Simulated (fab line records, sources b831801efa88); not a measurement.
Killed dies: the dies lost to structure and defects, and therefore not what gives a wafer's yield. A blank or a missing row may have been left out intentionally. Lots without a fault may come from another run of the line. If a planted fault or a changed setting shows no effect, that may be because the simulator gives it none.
Struck lot and sound lot, side by side / flow sky130 / 15 out of 708 route steps
Sound: the wafers L363.2, L363.3, L363.6. Wafers L375.2, L375.4, L375.5 were the ones struck. The cause is given at the end.
Each step with rows lists, per side, the tool, then ch with its chambers, then its first start. Under that, the readings that differ: sound wafers / struck wafers / difference of the means / sigmas: that difference in standard deviations of wafers without a fault.
alike: same words and numbers on both sides, and readings whose means sit less than 2 such deviations apart. not compared: any withheld reading, any reading some wafer has no value for, any bound like >300 that may hide the same value, and any number with overlapping values for which the record gives no deviation.
A row with sigmas, a row that says differs or no value, or rows on one side alone: a step with any of these is where the two part. Non-overlapping numbers with no deviation appear without sigmas and do not part them. A reading missing from all wafers of one side parts the sides only when that side holds two or more wafers.

SKY_METAL5_SPUTTER_01: material TiN, target thk 20 nm, time 16.7 s.
  struck on pvd_sputter-01, day 47 14:00; sound on pvd_sputter-04, day 44 12:25
  alike: throttle_valve_pct
SKY_METAL5_SPUTTER_02: material AlCu, target thk 1150 nm, time 61.2 s.
  struck on pvd_sputter-01, day 47 14:01; sound on pvd_sputter-04, day 44 12:26
  alike: throttle_valve_pct
SKY_METAL5_SPUTTER_03: material Ti, target thk 5 nm, time 3.3 s.
  struck on pvd_sputter-01, day 47 14:05; sound on pvd_sputter-04, day 44 12:29
  alike: throttle_valve_pct
SKY_METAL5_SPUTTER_04: material TiN, target thk 70 nm, time 58.3 s.
  struck on pvd_sputter-01, day 47 14:05; sound on pvd_sputter-04, day 44 12:30
  alike: throttle_valve_pct
SKY_METAL5_RS_MEAS_05: the measuring method here is four-point-probe.
  struck on film_metro-04, day 47 14:10; sound on film_metro-01, day 44 12:34
  alike: METAL5_ALCU_RS
SKY_METAL5_THK_MEAS_06: measures by xrf.
  struck on film_metro-04, day 47 14:16; sound on film_metro-01, day 44 12:41
  alike: METAL5_ALCU_THK
then, 6 steps without rows for these wafers: SKY_METAL5_DEHYDRATE_07 (time 60 s); SKY_METAL5_HMDS_08 (prime time 60 s); SKY_METAL5_COAT_09 (resist thk 1800 nm); SKY_METAL5_SOFTBAKE_10 (time 60 s); SKY_METAL5_EXPOSE_11 (exposes mask MM5, target cd 1600 nm); SKY_METAL5_PEB_12.
SKY_METAL5_DEVELOP_13: develop time 60 s.
  sound on litho_track-01 ch 0, day 45 10:37; struck on litho_track-04 ch 0, day 48 08:40
reading=developer_temp_C (C); sound=23.09 23.24 23.21; struck=25.23 25.36 25.51; difference=+2.19; sigmas=+20
SKY_METAL5_DESCUM_14: chemistry O2, time 11 s.
  sound on rie_metal-01 ch 0,1, day 45 10:45; struck on rie_metal-04 ch 0, day 48 08:47
  alike: drypump_motor_current_A, oes_product_au, rf_fwd_power_W
  not compared: rf_hours_counter_h
SKY_PAD_OPEN_PROBE_99:
  struck on prober-01, day 49 23:44; sound on prober-02, day 47 07:29
  alike: defect_limited_yield, killed_at_M0_to_M3, killed_at_M4_up, killed_at_contacts, killed_at_front_end, killed_at_other, killed_dies, killed_open, killed_short, sort_bin_3_pad_short, sort_bin_5_function, sort_bin_6_memory, sort_n_pass, sort_yield_pct

WHERE THEY PART
Within this record, at SKY_METAL5_DEVELOP_13 only. Later steps at which nothing parts them and some readings are alike: SKY_METAL5_DESCUM_14, SKY_PAD_OPEN_PROBE_99.

WHY: the cause the simulator had injected
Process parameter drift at SKY_METAL5_DEVELOP_13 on litho_track-04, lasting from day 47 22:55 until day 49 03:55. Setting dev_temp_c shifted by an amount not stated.
